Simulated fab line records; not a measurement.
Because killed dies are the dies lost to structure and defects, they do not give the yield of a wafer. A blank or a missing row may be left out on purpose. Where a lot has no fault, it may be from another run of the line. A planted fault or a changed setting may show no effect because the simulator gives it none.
What tool caused it? / flow sky130 / 14 lots (42 wafers sampled), 1 step of a 708-step route

== WHAT THE GAUGES READ, wafer by wafer ==
No reading from a measuring or inspecting step in the record can be judged against a usual standard deviation.

== WHAT TOOL EACH LOT RAN ON (gives the tool, then ch and the chambers of the sampled wafers, and finally the start) ==
lot=L694; SKY_METAL2_EXPOSE_12=krf_scanner-02 ch 0, day 34 07:41
lot=L696; SKY_METAL2_EXPOSE_12=krf_scanner-01 ch 0, day 35 11:05
lot=L697; SKY_METAL2_EXPOSE_12=krf_scanner-01 ch 0, day 36 02:13
lot=L701; SKY_METAL2_EXPOSE_12=krf_scanner-01 ch 0, day 36 20:37
lot=L702; SKY_METAL2_EXPOSE_12=krf_scanner-01 ch 0, day 37 04:07
lot=L703; SKY_METAL2_EXPOSE_12=krf_scanner-02 ch 0, day 37 11:59
lot=L704; SKY_METAL2_EXPOSE_12=krf_scanner-01 ch 0, day 37 21:29
lot=L707; SKY_METAL2_EXPOSE_12=krf_scanner-02 ch 0, day 38 16:19
lot=L706; SKY_METAL2_EXPOSE_12=krf_scanner-01 ch 0, day 38 16:50
lot=L709; SKY_METAL2_EXPOSE_12=krf_scanner-02 ch 0, day 39 03:25
lot=L711; SKY_METAL2_EXPOSE_12=krf_scanner-02 ch 0, day 39 19:40
lot=L715; SKY_METAL2_EXPOSE_12=krf_scanner-02, day 41 06:36
lot=L716; SKY_METAL2_EXPOSE_12=krf_scanner-02, day 41 15:34
lot=L717; SKY_METAL2_EXPOSE_12=krf_scanner-02 ch 0, day 42 03:33
- SKY_METAL2_EXPOSE_12: exposes mask MM2, target cd 140 nm.

== AS READ BY THE TOOLS THEMSELVES (means over the sampled wafers that have a number; for cases with no such wafer, the mark the record gives instead) ==
SKY_METAL2_EXPOSE_12. Usual: exposure_dose_mJ_cm2 27.987, standard deviation 0.028; focus_offset_nm 0.0 nm, standard deviation 0.56.
lot=L694; tool=krf_scanner-02; exposure_dose_mJ_cm2=28.000; focus_offset_nm (nm)=0.1; flag=
lot=L696; tool=krf_scanner-01; exposure_dose_mJ_cm2=27.966; focus_offset_nm (nm)=-0.6; flag=
lot=L697; tool=krf_scanner-01; exposure_dose_mJ_cm2=28.015; focus_offset_nm (nm)=-0.9; flag=
lot=L701; tool=krf_scanner-01; exposure_dose_mJ_cm2=28.011; focus_offset_nm (nm)=-0.1; flag=
lot=L702; tool=krf_scanner-01; exposure_dose_mJ_cm2=28.011; focus_offset_nm (nm)=-0.1; flag=
lot=L703; tool=krf_scanner-02; exposure_dose_mJ_cm2=27.982; focus_offset_nm (nm)=0.7; flag=
lot=L704; tool=krf_scanner-01; exposure_dose_mJ_cm2=28.000; focus_offset_nm (nm)=0.3; flag=
lot=L707; tool=krf_scanner-02; exposure_dose_mJ_cm2=27.997; focus_offset_nm (nm)=0.4; flag=
lot=L706; tool=krf_scanner-01; exposure_dose_mJ_cm2=27.983; focus_offset_nm (nm)=0.4; flag=
lot=L709; tool=krf_scanner-02; exposure_dose_mJ_cm2=27.963; focus_offset_nm (nm)=1.2; flag=
lot=L711; tool=krf_scanner-02; exposure_dose_mJ_cm2=27.971; focus_offset_nm (nm)=0.0; flag=
lot=L715; tool=krf_scanner-02; exposure_dose_mJ_cm2=-; focus_offset_nm (nm)=-; flag=OFF
lot=L716; tool=krf_scanner-02; exposure_dose_mJ_cm2=-; focus_offset_nm (nm)=-; flag=OFF
lot=L717; tool=krf_scanner-02; exposure_dose_mJ_cm2=27.939; focus_offset_nm (nm)=0.5; flag=

== THE ANSWER, worked out from the rows above alone ==
Rule: a lot counts as off when the mean over its wafers that have a number is more than 3 standard deviations away from the usual mean. A lot without any number at a reading at which 4 lots or more have one is off too. Any other lot the step has rows for is counted as sound. First the gauges in route order, then the tools' own readings, where a lot's mean is used as printed above. The first step at which some lot is off is used, and at that step the reading that is off furthest; a lot without a number counts as furthest.
Off: L715, L716, at SKY_METAL2_EXPOSE_12 (exposure_dose_mJ_cm2). Without a number there: L715, L716.
A tool fits if, at that step or a process step before it, it ran every lot that is off, and no sound lot after the first of them. No candidate that was tried fits.

== WHAT WAS PUT IN BY THE SIMULATOR ==
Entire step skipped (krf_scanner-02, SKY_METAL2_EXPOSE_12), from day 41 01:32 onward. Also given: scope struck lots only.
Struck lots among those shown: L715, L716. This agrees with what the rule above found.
